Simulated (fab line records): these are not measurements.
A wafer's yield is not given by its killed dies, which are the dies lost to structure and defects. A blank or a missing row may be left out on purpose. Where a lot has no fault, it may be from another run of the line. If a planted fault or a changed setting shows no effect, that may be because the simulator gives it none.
One fault seen from 2 desks ; flow sky130 ; each desk has only its own numbers; what lay behind them comes last

AT THE METROLOGY DESK
What the gauges read, lot by lot, whatever tool the lot ran on: means of the sampled wafers that have a number. Marked OUT: a lot whose mean sits more than 4 standard deviations from the usual mean, which makes it out of limits; the brackets give that distance.
Columns: A = METAL5_ALCU_RS at SKY_METAL5_RS_MEAS_05, usual 0.02694 ohm/sq
lot;first seen here;A
L781;day 43 11:20;0.02683
L782;day 44 00:55;0.02709
L784;day 44 23:28;0.02686
L785;day 44 23:43;0.02697
L787;day 44 23:55;0.02698
L786;day 45 02:39;0.02654
L788;day 45 07:04;0.02734
L793;day 46 11:08;0.02702
L795;day 46 20:04;0.02673
L797;day 47 05:47;0.02669
L798;day 48 00:41;0.02695
L799;day 48 04:52;0.02750
This desk's verdict: no lot among the 12 shows anything out of limits.

DESK OF THE TOOL OWNER: pvd sputter-03
The tool's own readings at SKY_VIA3_SPUTTER_20 (material TiN, target thk 20 nm, time 80 s): means of the sampled wafers that have a number, for each lot that ran on this tool. Marked OUT: a lot whose mean sits more than 4 standard deviations from the usual mean, which makes it out of limits; the brackets give that distance.
Columns: A = throttle valve pct at SKY_VIA3_SPUTTER_20, usual 29.5 %
lot;first seen here;A
L781;day 40 09:17;29.7
L782;day 40 22:59;29.6
L784;day 41 22:38;28.9
L788;day 42 07:05;29.3
L793;day 43 15:08;29.2
L795;day 43 22:51;28.9
L797;day 44 11:51;29.3
L799;day 45 09:47;29.7
This desk's verdict: no lot among the 8 shows anything out of limits.

PUT TOGETHER
From the metrology desk's view, nothing was out of limits.
The desk of the tool owner found nothing out of limits.

WHAT THE SIMULATOR HAD PUT IN
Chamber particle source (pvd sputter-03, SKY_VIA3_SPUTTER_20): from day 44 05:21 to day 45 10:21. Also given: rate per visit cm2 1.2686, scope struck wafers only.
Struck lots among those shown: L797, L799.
